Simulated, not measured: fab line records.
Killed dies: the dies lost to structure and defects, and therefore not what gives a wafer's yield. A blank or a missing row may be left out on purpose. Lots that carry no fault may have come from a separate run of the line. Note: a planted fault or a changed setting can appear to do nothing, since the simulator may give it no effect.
fab line records    flow sky130
record: lots: 6  wafers: 18  last_day: 50
route steps=708 shown METAL5@664 PAD_OPEN@708
lots with no fault: from the same line, run without faults
start_h: the number of hours between the record's first day and the start of the first shown wafer of the lot    wait_h: how many hours have passed since the lot's step before this one    " identical to the entry in the row above    L1.1+2: several wafers, shown together as one row    - either no value or no given start    * or withheld: withheld    < > ~ a bound
route shown NAME@n: a module of which the file shows steps, and the number in the route of the first    usual: the fault-free wafers' mean and standard deviation    same: alike in all rows    chamber/n: place in a boat    sites: each site's reading    _std_site: the values' standard deviation    _edge_site: the outer-site mean with the inner-site mean subtracted    radius_mm: for every site, how far away it sits from the centre of the wafer    mask NAME#n: copy n    behind: the most recent tool/chamber to have shaped the wafer    hold: reason for holding the lot/hours on hold/outcome of the hold    device: names the non-switching transistor (n, p or np)    end of line: the route-end tests of the same wafers    where a step has no rows: the recipe by itself    killed: at the first sort, the dies lost to defects and structure; wafer yield is something else    map: a wafer's dies, marking killed ones x, the rest . and places with no die _
set.NAME: the setting that was run; set.NAME@STEP: the one run at that earlier step    model.NAME: the simulator's own value behind a step, which no gauge read
lots seen at some steps along the route; tables by step, rows by wafer
services: a tool's chamber out of use, with start hour (start_h, from the record's first day; less than 0 if before it), hours out, and reason
== steps ==
step: SKY_METAL5_SPUTTER_03
recipe: material: Ti  target_thk_nm: 5  power_w: 3000  time_s: 3.3  chamber_pressure_pa: 0.4
usual: throttle_valve_pct: 30.3/1.1
lot.wafer  tool            chamber  start_h  wait_h  throttle_valve_pct
L552.1     pvd_sputter-04  -        1013.78  0.0     31.0
L552.3     "               -        "        "       29.9
L552.5     "               -        "        "       30.8
L563.2     pvd_sputter-04  -        1090.68  0.0     30.0
L563.4     "               -        "        "       30.7
L563.6     "               -        "        "       30.8
L565.1     pvd_sputter-04  -        1093.48  0.0     30.6
L565.2     "               -        "        "       30.8
L565.5     "               -        "        "       31.0
L568.1     pvd_sputter-01  -        1109.44  0.0     29.6
L568.5     "               -        "        "       31.7
L568.6     "               -        "        "       29.3
L571.1     pvd_sputter-02  -        1129.49  0.0     29.4
L571.2     "               -        "        "       31.1
L571.3     "               -        "        "       29.4
L575.2     pvd_sputter-02  -        1148.47  0.0     31.0
L575.3     "               -        "        "       29.2
L575.5     "               -        "        "       31.1
step: SKY_METAL5_SPUTTER_04
recipe: material: TiN  target_thk_nm: 70  power_w: 6500  time_s: 58.3  chamber_pressure_pa: 0.4
usual: throttle_valve_pct: 30.3/1.1
lot.wafer  tool            chamber  start_h  wait_h  throttle_valve_pct
L552.1     pvd_sputter-04  -        1013.79  0.0     30.7
L552.3     "               -        "        "       29.7
L552.5     "               -        "        "       30.9
L563.2     pvd_sputter-04  -        1090.70  0.0     29.6
L563.4     "               -        "        "       30.6
L563.6     "               -        "        "       30.8
L565.1     pvd_sputter-04  -        1093.50  0.0     30.4
L565.2     "               -        "        "       30.9
L565.5     "               -        "        "       30.9
L568.1     pvd_sputter-01  -        1109.45  0.0     28.9
L568.5     "               -        "        "       31.8
L568.6     "               -        "        "       29.3
L571.1     pvd_sputter-02  -        1129.51  0.0     29.7
L571.2     "               -        "        "       30.8
L571.3     "               -        "        "       29.2
L575.2     pvd_sputter-02  -        1148.49  0.0     30.9
L575.3     "               -        "        "       28.9
L575.5     "               -        "        "       30.8
step: SKY_METAL5_RS_MEAS_05
recipe: thk_meas_gauge: four-point-probe  reads: TiN_of_METAL5_SPUTTER_04+Ti_of_METAL5_SPUTTER_03+AlCu_of_METAL5_SPUTTER_02+TiN_of_METAL5_SPUTTER_01+Ti_of_METAL5_SPUTTER_00
usual: METAL5_ALCU_RS: 0.0271/0.00034
lot.wafer  tool           chamber  start_h  wait_h  METAL5_ALCU_RS[ohm/sq]
L552.1     film_metro-01  -        1013.84  0.0     0.0271
L552.3     "              -        "        "       0.0271
L552.5     "              -        "        "       0.0271
L563.2     film_metro-04  -        1090.77  0.0     0.0274
L563.4     "              -        "        "       0.0273
L563.6     "              -        "        "       0.0274
L565.1     film_metro-01  -        1093.55  0.0     0.0266
L565.2     "              -        "        "       0.0270
L565.5     "              -        "        "       0.0272
L568.1     film_metro-01  -        1109.50  0.0     0.0273
L568.5     "              -        "        "       0.0271
L568.6     "              -        "        "       0.0275
L571.1     film_metro-01  -        1129.55  0.0     0.0267
L571.2     "              -        "        "       0.0271
L571.3     "              -        "        "       0.0269
L575.2     film_metro-03  -        1148.55  0.0     0.0271
L575.3     "              -        "        "       0.0272
L575.5     "              -        "        "       0.0271
step: SKY_METAL5_THK_MEAS_06
recipe: thk_meas_gauge: xrf  reads: AlCu_of_METAL5_SPUTTER_02
usual: METAL5_ALCU_THK: 1154/20
lot.wafer  tool           chamber  start_h  wait_h  METAL5_ALCU_THK[nm]
L552.1     film_metro-01  -        1013.96  0.1     1148
L552.3     "              -        "        "       1136
L552.5     "              -        "        "       1143
L563.2     film_metro-04  -        1090.88  0.1     1159
L563.4     "              -        "        "       1162
L563.6     "              -        "        "       1160
L565.1     film_metro-01  -        1093.67  0.1     1156
L565.2     "              -        "        "       1137
L565.5     "              -        "        "       1136
L568.1     film_metro-01  -        1109.62  0.1     1139
L568.5     "              -        "        "       1140
L568.6     "              -        "        "       1132
L571.1     film_metro-01  -        1129.67  0.1     1166
L571.2     "              -        "        "       1146
L571.3     "              -        "        "       1164
L575.2     film_metro-03  -        1148.66  0.1     1158
L575.3     "              -        "        "       1150
L575.5     "              -        "        "       1158
step: SKY_METAL5_DEHYDRATE_07
recipe: temp_c: 200  time_s: 60
step: SKY_METAL5_HMDS_08
recipe: prime_time_s: 60  prime_temp_c: 120
step: SKY_METAL5_COAT_09
recipe: resist: NOVOLAK  spin_rpm: 3000  resist_thk_nm: 1800
step: SKY_METAL5_SOFTBAKE_10
recipe: temp_c: 90  time_s: 60  resist: NOVOLAK
step: SKY_METAL5_EXPOSE_11
recipe: mask_id: MM5  na: 0.6  source_shape: conventional  sigma_outer: 0.6  polarization: unpolarized  target_cd_nm: 1600  dose_mj: 190
step: SKY_METAL5_PEB_12
recipe: temp_c: withheld  time_s: *  resist: NOVOLAK
step: SKY_METAL5_DEVELOP_13
recipe: resist: NOVOLAK  developer: TMAH  develop_time_s: 60  dev_temp_c: 23
step: SKY_METAL5_DESCUM_14
recipe: chemistry: O2  source_power_w: 150  bias_power_w: 0  pressure_mtorr: 10  temp_c: 40  time_s: 11
usual: drypump_motor_current_A: 5.9/0.52  oes_product_au: 1.008/0.012
lot.wafer  tool          chamber  start_h  wait_h  drypump_motor_current_A  oes_product_au  rf_hours_counter_h
L552.1     rie_metal-03  0        1036.60  0.1     5.7                      1.001           15
L552.3     "             0        "        "       5.6                      0.995           -
L552.5     "             1        "        "       6.5                      0.996           -
L563.2     rie_metal-03  0        1111.04  0.1     5.6                      0.985           19
L563.4     "             1        "        "       6.5                      0.992           -
L563.6     "             0        "        "       5.7                      0.997           -
L565.1     rie_metal-03  1        1114.09  0.1     6.5                      1.000           10
L565.2     "             0        "        "       5.6                      1.006           20
L565.5     "             0        "        "       5.6                      1.005           -
L568.1     rie_metal-04  1        1129.34  0.1     5.8                      1.007           24
L568.5     "             0        "        "       5.1                      1.022           -
L568.6     "             1        "        "       5.8                      1.013           -
L571.1     rie_metal-01  0        1148.74  0.1     5.6                      0.995           21
L571.2     "             1        "        "       6.6                      1.000           25
L571.3     "             0        "        "       5.6                      1.002           -
L575.2     rie_metal-04  0        1166.00  0.1     5.1                      1.031           21
L575.3     "             1        "        "       5.8                      1.020           -
L575.5     "             0        "        "       5.1                      1.025           -
step: SKY_METAL5_METAL_ETCH_15
recipe: target_depth_a: 12600  stop_on: SiO2  over_etch_frac: 0.2  time_s: 252  chemistry: Cl2/BCl3  resist_sidewall_deg: 86  pressure_mtorr: 10  icp_w: 900  bias_w: 48.5  Cl2_flow_sccm: 60  bcl3_flow_sccm: 30
usual: drypump_motor_current_A: 5.9/0.52  oes_product_au: 0.894/0.0055  throttle_valve_pct: 22.265/0.009
lot.wafer  tool          chamber  start_h  wait_h  drypump_motor_current_A  oes_product_au  rf_hours_counter_h  throttle_valve_pct  model.etch.depth_nm  model.METAL5.feature_depth_nm  model.NOVOLAK_of_METAL5_COAT_09.thk_nm
L552.1     rie_metal-03  0        1036.63  0.0     5.6                      0.895           15                  22.266              1261                 1261                           1048
L552.3     "             0        "        "       5.6                      0.897           -                   22.256              1259                 1259                           1043
L552.5     "             1        "        "       6.5                      0.893           -                   22.261              1263                 1263                           1035
L563.2     rie_metal-03  0        1111.08  0.0     5.6                      0.758           19                  22.267              925.5                925.5                          1319
L563.4     "             1        "        "       6.5                      0.759           -                   22.261              920.2                920.2                          1327
L563.6     "             0        "        "       5.6                      0.887           -                   22.262              1252                 1252                           1033
L565.1     rie_metal-03  1        1114.13  0.0     6.5                      0.898           10                  22.273              1266                 1266                           1041
L565.2     "             0        "        "       5.6                      0.762           20                  22.267              929.9                929.9                          1324
L565.5     "             0        "        "       5.6                      0.758           -                   22.253              932.5                932.5                          1319
L568.1     rie_metal-04  1        1129.38  0.0     5.8                      0.902           25                  22.264              1257                 1257                           1022
L568.5     "             0        "        "       5.1                      0.889           -                   22.252              1259                 1259                           999.3
L568.6     "             1        "        "       5.8                      0.898           -                   22.257              1270                 1270                           1022
L571.1     rie_metal-01  0        1148.78  0.0     5.6                      0.900           21                  22.267              1262                 1262                           1045
L571.2     "             1        "        "       6.6                      0.910           25                  22.275              1262                 1262                           1032
L571.3     "             0        "        "       5.6                      0.902           -                   22.258              1255                 1255                           1038
L575.2     rie_metal-04  0        1166.03  0.0     5.1                      0.892           21                  22.278              1259                 1259                           1006
L575.3     "             1        "        "       5.8                      0.890           -                   22.281              1253                 1253                           1021
L575.5     "             0        "        "       5.1                      0.893           -                   22.267              1261                 1261                           1009
step: SKY_METAL5_STRIP_16
recipe: chemistry: O2/N2  power_w: 1400  pressure_mtorr: 1500  platen_temp_c: withheld  o2_flow_sccm: 3000  n2_flow_sccm: 300  overash_fraction: 0.5
usual: drypump_motor_current_A: 5.7/0.41  oes_product_au: 0.710/0.0043  strip_time_to_endpoint_s: 12.94/0.15
lot.wafer  tool             chamber  start_h  wait_h  drypump_motor_current_A  oes_product_au  rf_hours_counter_h  strip_time_to_endpoint_s
L552.1     plasma_asher-03  1        1036.87  0.2     5.7                      0.708           61                  13.23
L552.3     "                0        "        "       5.3                      0.707           -                   13.16
L552.5     "                0        "        "       5.3                      0.704           -                   13.09
L563.2     plasma_asher-03  1        1111.31  0.2     5.7                      0.710           68                  16.30
L563.4     "                1        "        "       5.7                      0.707           -                   16.40
L563.6     "                1        "        "       5.7                      0.718           -                   13.05
L565.1     plasma_asher-01  1        1114.36  0.2     5.4                      0.703           102                 13.14
L565.2     "                0        "        "       5.5                      0.708           102                 16.36
L565.5     "                1        "        "       5.4                      0.701           -                   16.30
L568.1     plasma_asher-01  0        1129.61  0.2     5.5                      0.706           104                 12.93
L568.5     "                0        "        "       5.5                      0.703           -                   12.74
L568.6     "                1        "        "       5.4                      0.714           -                   12.93
L571.1     plasma_asher-02  0        1149.01  0.2     6.3                      0.706           40                  13.19
L571.2     "                1        "        "       6.4                      0.713           40                  13.04
L571.3     "                0        "        "       6.3                      0.703           -                   13.10
L575.2     plasma_asher-03  1        1166.27  0.2     5.7                      0.708           74                  12.81
L575.3     "                0        "        "       5.3                      0.703           -                   12.92
L575.5     "                0        "        "       5.3                      0.708           -                   12.84
step: SKY_METAL5_STRIP_17
recipe: chemistry: post_etch_residue_remover  time_s: 1200  temp_c: 72.5
step: SKY_PAD_OPEN_PROBE_99
usual: defect_limited_yield: 82.3/2.1  killed_at_M0_to_M3: 45/6.9  killed_at_M4_up: 3.1/1.7  killed_at_contacts: 24/5.7  killed_at_front_end: 15/4.6  killed_at_other: 0.3/0.57  killed_dies: 87/10  killed_on_rim: 17/3.9  killed_open: 48/7.4  killed_short: 39/6.7  sort_bin_3_pad_short: 0.9/0.41  sort_bin_5_function: 10.4/1.5  sort_bin_6_memory: 6.4/1.1  sort_n_pass: 405/10  sort_yield_pct: 82.3/2.1
same: gross_dies: 492  killed_at_back_side: 0  sort_bin_4_leakage[%]: 0  sort_bin_8_speed[%]: 0
lot.wafer  tool       chamber  start_h  wait_h  defect_limited_yield[%]  killed_at_M0_to_M3  killed_at_M4_up  killed_at_contacts  killed_at_front_end  killed_at_other  killed_dies  killed_on_rim  killed_open  killed_short  sort_bin_3_pad_short[%]  sort_bin_5_function[%]  sort_bin_6_memory[%]  sort_n_pass  sort_yield_pct[%]
L552.1     prober-02  -        1084.41  0.1     80.3                     47                  2                33                  14                   1                97           19             53           44            0.2                      13.6                    5.9                   395          80.3
L552.3     prober-02  -        1084.51  0.2     84.1                     31                  1                29                  17                   0                78           18             50           28            0.4                      9.8                     5.7                   414          84.1
L552.5     prober-02  -        1084.61  0.2     81.1                     44                  5                29                  14                   1                93           16             52           41            1.2                      10.8                    6.9                   399          81.1
L563.2     prober-02  -        1153.21  0.1     0                        40                  418              18                  16                   0                492          96             50           26            0.4                      92.9                    6.7                   0            0
L563.4     prober-02  -        1153.31  0.2     0                        33                  420              21                  18                   0                492          96             41           34            1.0                      92.3                    6.7                   0            0
L563.6     prober-02  -        1153.41  0.2     82.3                     40                  4                27                  16                   0                87           16             44           43            0.8                      11.2                    5.7                   405          82.3
L565.1     prober-01  -        1155.65  0.1     83.1                     49                  2                16                  16                   0                83           10             50           33            0.8                      12.2                    3.9                   409          83.1
L565.2     prober-01  -        1155.70  0.1     0                        47                  414              18                  12                   1                492          96             35           45            0.4                      93.9                    5.7                   0            0
L565.5     prober-01  -        1155.85  0.2     0                        43                  407              25                  16                   1                492          96             45           44            1.0                      93.3                    5.7                   0            0
L568.1     prober-01  -        1169.31  0.1     80.3                     47                  5                28                  17                   0                97           23             54           43            1.2                      12.2                    6.3                   395          80.3
L568.5     prober-01  -        1169.51  0.2     83.5                     38                  1                25                  16                   1                81           21             40           41            0.8                      9.8                     5.9                   411          83.5
L568.6     prober-01  -        1169.56  0.2     83.5                     43                  3                24                  11                   0                81           20             53           28            0.4                      10.2                    5.9                   411          83.5
killed by level:class
L552.1 VIA1:geometric_particle:open=11 CONTACT:geometric_particle:open=11 CONTACT:geometric_particle:short=8 METAL1:geometric_particle:short=7 LI_CONTACT:geometric_particle:open=6 METAL2:geometric_particle:short=6 VIA3:geometric_particle:open=6 VIA2:geometric_particle:open=5
L552.3 CONTACT:geometric_particle:open=14 LI_CONTACT:geometric_particle:open=7 CONTACT:geometric_particle:short=7 FIELD_ISO:geometric_particle:open=5 VIA1:geometric_particle:open=5 METAL2:geometric_particle:open=4 METAL1:geometric_particle:short=4 VIA3:geometric_particle:open=4
L552.5 VIA1:geometric_particle:open=12 LI_CONTACT:geometric_particle:open=9 CONTACT:geometric_particle:open=8 VIA3:geometric_particle:open=8 CONTACT:geometric_particle:short=7 FIELD_ISO:geometric_particle:open=5 FIELD_ISO:geometric_particle:short=5 METAL1:geometric_particle:short=5
L563.2 METAL5:area_etch=416 POLY_GATE:geometric_particle:open=9 VIA3:geometric_particle:open=9 CONTACT:geometric_particle:open=9 VIA2:geometric_particle:open=8 VIA1:geometric_particle:open=8 LOCAL_INTERCONNECT:geometric_particle:short=6 VIA2:geometric_particle:short=5
L563.4 METAL5:area_etch=417 CONTACT:geometric_particle:open=14 VIA3:geometric_particle:open=9 VIA1:geometric_particle:short=7 POLY_GATE:geometric_particle:short=5 POLY_GATE:geometric_particle:open=5 METAL1:geometric_particle:short=5 LI_CONTACT:geometric_particle:short=5
L563.6 VIA1:geometric_particle:open=8 LI_CONTACT:geometric_particle:open=8 CONTACT:geometric_particle:open=7 METAL1:geometric_particle:short=7 METAL2:geometric_particle:short=6 POLY_GATE:geometric_particle:open=5 LOCAL_INTERCONNECT:geometric_particle:short=5 VIA2:geometric_particle:open=5
L565.1 VIA1:geometric_particle:open=19 VIA3:geometric_particle:open=7 VIA1:geometric_particle:short=6 FIELD_ISO:geometric_particle:short=5 LI_CONTACT:geometric_particle:open=5 METAL2:geometric_particle:short=4 LOCAL_INTERCONNECT:geometric_particle:short=4 CONTACT:geometric_particle:open=4
L565.2 METAL5:area_etch=412 CONTACT:geometric_particle:open=7 VIA1:geometric_particle:open=7 METAL2:geometric_particle:short=7 VIA2:geometric_particle:open=7 CONTACT:geometric_particle:short=5 FIELD_ISO:geometric_particle:short=4 METAL1:geometric_particle:short=4
L565.5 METAL5:area_etch=403 VIA1:geometric_particle:open=12 CONTACT:geometric_particle:open=8 VIA2:geometric_particle:open=6 METAL2:geometric_particle:short=6 FIELD_ISO:geometric_particle:short=5 LOCAL_INTERCONNECT:geometric_particle:short=5 CONTACT:geometric_particle:short=5
L568.1 VIA1:geometric_particle:open=16 CONTACT:geometric_particle:open=14 METAL2:geometric_particle:short=8 CONTACT:geometric_particle:short=7 POLY_GATE:geometric_particle:open=6 POLY_GATE:geometric_particle:short=5 METAL1:geometric_particle:short=4 VIA1:geometric_particle:short=4
L568.5 VIA1:geometric_particle:open=10 CONTACT:geometric_particle:open=8 CONTACT:geometric_particle:short=7 FIELD_ISO:geometric_particle:open=6 METAL1:geometric_particle:short=6 FIELD_ISO:geometric_particle:short=5 VIA3:geometric_particle:short=4 LI_CONTACT:geometric_particle:open=4
L568.6 CONTACT:geometric_particle:open=13 VIA1:geometric_particle:open=11 VIA3:geometric_particle:open=10 METAL1:geometric_particle:short=6 VIA2:geometric_particle:open=5 POLY_GATE:geometric_particle:short=4 METAL4:geometric_particle:short=3 POLY_GATE:geometric_particle:open=3
map L563.2 (x killed, . not)
__________xxxxxxxxxx_________
________xxxxxxxxxxxxxx_______
______xxxxxxxxxxxxxxxxxx_____
_____xxxxxxxxxxxxxxxxxxxx____
____xxxxxxxxxxxxxxxxxxxxxx___
___xxxxxxxxxxxxxxxxxxxxxxxx__
__xxxxxxxxxxxxxxxxxxxxxxxxxx_
_xxxxxxxxxxxxxxxxxxxxxxxxxxxx
_xxxxxxxxxxxxxxxxxxxxxxxxxxxx
_xxxxxxxxxxxxxxxxxxxxxxxxxxxx
_xxxxxxxxxxxxxxxxxxxxxxxxxxxx
_xxxxxxxxxxxxxxxxxxxxxxxxxxxx
_xxxxxxxxxxxxxxxxxxxxxxxxxxxx
_xxxxxxxxxxxxxxxxxxxxxxxxxxxx
_xxxxxxxxxxxxxxxxxxxxxxxxxxxx
__xxxxxxxxxxxxxxxxxxxxxxxxxx_
___xxxxxxxxxxxxxxxxxxxxxxxx__
____xxxxxxxxxxxxxxxxxxxxxx___
_____xxxxxxxxxxxxxxxxxxxx____
______xxxxxxxxxxxxxxxxxx_____
________xxxxxxxxxxxxxx_______
__________xxxxxxxxxx_________
map L565.2 (x killed, . not)
__________xxxxxxxxxx_________
________xxxxxxxxxxxxxx_______
______xxxxxxxxxxxxxxxxxx_____
_____xxxxxxxxxxxxxxxxxxxx____
____xxxxxxxxxxxxxxxxxxxxxx___
___xxxxxxxxxxxxxxxxxxxxxxxx__
__xxxxxxxxxxxxxxxxxxxxxxxxxx_
_xxxxxxxxxxxxxxxxxxxxxxxxxxxx
_xxxxxxxxxxxxxxxxxxxxxxxxxxxx
_xxxxxxxxxxxxxxxxxxxxxxxxxxxx
_xxxxxxxxxxxxxxxxxxxxxxxxxxxx
_xxxxxxxxxxxxxxxxxxxxxxxxxxxx
_xxxxxxxxxxxxxxxxxxxxxxxxxxxx
_xxxxxxxxxxxxxxxxxxxxxxxxxxxx
_xxxxxxxxxxxxxxxxxxxxxxxxxxxx
__xxxxxxxxxxxxxxxxxxxxxxxxxx_
___xxxxxxxxxxxxxxxxxxxxxxxx__
____xxxxxxxxxxxxxxxxxxxxxx___
_____xxxxxxxxxxxxxxxxxxxx____
______xxxxxxxxxxxxxxxxxx_____
________xxxxxxxxxxxxxx_______
__________xxxxxxxxxx_________
== services ==
tool             chamber  start_h  hours  kind
pvd_sputter-01   -        990.27   3.0    repair
pvd_sputter-02   -        994.42   3.8    repair
plasma_asher-02  -        1001.97  5.1    repair
pvd_sputter-02   -        1002.90  4.4    repair
rie_metal-04     -        1006.62  2.8    pm
pvd_sputter-02   -        1019.95  2.1    repair
pvd_sputter-01   -        1054.18  9.4    repair
plasma_asher-01  -        1069.34  1.6    repair
plasma_asher-02  -        1072.80  1.4    repair
rie_metal-03     0        1088.10  6.9    repair
rie_metal-01     0        1111.80  1.5    repair
rie_metal-04     0        1113.05  9.0    repair
rie_metal-03     0        1126.95  3.8    repair
pvd_sputter-04   -        1166.15  4.3    repair
== key ==
first_sign: step: SKY_METAL5_METAL_ETCH_15  reading: oes_product_au  direction: down  sigmas: 24  usual: 0.894  struck: 0.760
effect: step: SKY_METAL5_STRIP_16  reading: strip_time_to_endpoint_s  direction: up  sigmas: 23  usual: *  struck: *
effect: step: SKY_PAD_OPEN_PROBE_99  reading: killed_at_M4_up  direction: up  sigmas: 99+  usual: 3.1  struck: 414.8
model_effect: step: SKY_METAL5_METAL_ETCH_15  value: etch.depth_nm  without: 1258  struck: 927
more_kills_born_at: SKY_METAL5_METAL_ETCH_15@rie_metal-03: 1648
met_at SKY_METAL5_METAL_ETCH_15
struck_wafers L563.2,L563.4,L565.2,L565.5
later_rows_left_out L563.2,L563.4,L565.2,L565.5
onset_between 1036.63 1111.08
fault: kind: process_parameter_drift  tool: rie_metal-03  chamber: -  onset_h: 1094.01  steps: SKY_METAL5_METAL_ETCH_15  channel: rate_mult  offset: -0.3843  shape: step  end_h: 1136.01  scope: struck_wafers_only
later_rows_left_out: the simulator's readings of these wafers behind a module that went badly wrong aren't trusted and aren't shown, but for the sort
